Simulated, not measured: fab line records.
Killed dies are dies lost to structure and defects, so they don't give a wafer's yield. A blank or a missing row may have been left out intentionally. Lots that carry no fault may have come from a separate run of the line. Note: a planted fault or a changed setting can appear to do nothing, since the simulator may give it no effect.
One fault through the eyes of 2 desks	flow sky130	what lay behind the numbers comes last; until then each desk has only its own

== AT THE TOOL OWNER'S DESK: lpcvd-03 ==
The tool's own readings at SKY_SONOS_ONO_CVD_04 (deposits SiO2 from SiH4/N2O, target thk 5.7199 nm): means of the sampled wafers that have a number, for each lot that ran on this tool. The brackets show how far a lot's mean lies from the usual mean; more than 4 standard deviations puts the lot out of limits, marked OUT.
Columns: A = pressure-mtorr at SKY_SONOS_ONO_CVD_04, usual 400.0 mTorr
lot	first seen here	A
L987	day 11 23:26	401.4
L988	day 12 09:17	399.7
L989	day 12 09:17	399.2
L990	day 12 14:45	400.1
L991	day 12 23:44	399.4
L992	day 13 06:54	400.5
L994	day 14 06:34	399.6
L998	day 15 08:53	480.3 (+93) OUT
L999	day 15 12:24	478.7 (+92) OUT
L100	day 16 01:44	480.3 (+93) OUT
L107	day 18 07:55	401.6
L108	day 18 14:02	399.9
L110	day 19 07:19	400.6
This desk's verdict: out of limits on L100, L998, L999, starting with L998 at day 15 08:53 (pressure-mtorr at SKY_SONOS_ONO_CVD_04). L987, L988, L989, L990, L991, L992, L994, L107, L108, L110 stayed within limits.

== FROM THE METROLOGY DESK ==
Means of the sampled wafers that have a number, per lot and without regard to the tool the lot ran on: this is what the gauges read. The brackets show how far a lot's mean lies from the usual mean; more than 4 standard deviations puts the lot out of limits, marked OUT.
Columns: A = VT_ADJUST_LVTN_OVL at SKY_VT_ADJUST_LVTN_OVL_MEAS_07, usual 0.3 nm; B = VT_ADJUST_LVTN_2_TW at SKY_VT_ADJUST_LVTN_TW_MEAS_21, usual 188.0; C = SONOS_ONO_CVD_04_THK at SKY_SONOS_ONO_THK_MEAS_05, usual 5.72 nm; D = SONOS_ONO_OVL at SKY_SONOS_ONO_OVL_MEAS_14, usual 0.2 nm
lot	first seen here	A	B	C	D
L987	day 7 01:32	2.4	187.7	5.73	1.3
L989	day 7 09:36	1.9	187.2	5.67	-0.0
L988	day 7 09:57	1.4	188.3	5.59	0.5
L990	day 7 17:22	-0.1	186.5	5.71	1.1
L991	day 8 00:07	-0.4	187.8	5.67	0.4
L992	day 8 08:15	0.9	188.0	5.63	0.2
L994	day 9 02:05	-0.5	189.4	5.84	0.6
L998	day 10 01:29	1.8	186.3	6.34 (+6.8) OUT	1.0
L999	day 10 04:50	2.0	187.3	6.36 (+7.0) OUT	-0.2
L100	day 10 12:02	1.7	189.7	6.43 (+7.8) OUT	1.5
L107	day 12 09:56	0.5	188.3	5.64	1.2
L108	day 12 18:08	-1.6	190.7	5.71	-0.9
L110	day 13 03:06	0.4	187.7	5.70	0.1
Finding of this desk: L100, L998, L999 out of limits, first seen on L998 at day 15 10:09 (SONOS_ONO_CVD_04_THK at SKY_SONOS_ONO_THK_MEAS_05). L987, L989, L988, L990, L991, L992, L994, L107, L108, L110 stayed within limits.

== PUT TOGETHER ==
The tool owner's desk had the chance to raise an alarm at day 15 08:53 on L100, L998, L999.
The metrology desk could have raised an alarm at day 15 10:09, on L100, L998, L999.
On lpcvd-03, each named lot ran SKY_SONOS_ONO_CVD_04.

== WHAT THE SIMULATOR HAD INSERTED ==
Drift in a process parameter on lpcvd-03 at SKY_SONOS_ONO_CVD_04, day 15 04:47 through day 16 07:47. Setting pressure-mtorr shifted by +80 from 400.
Struck lots among those shown: L100, L998, L999.
Delay (hours) between the fault's onset and each desk's first out-of-limits reading: 4 at the tool owner's desk, 5 at the metrology desk.
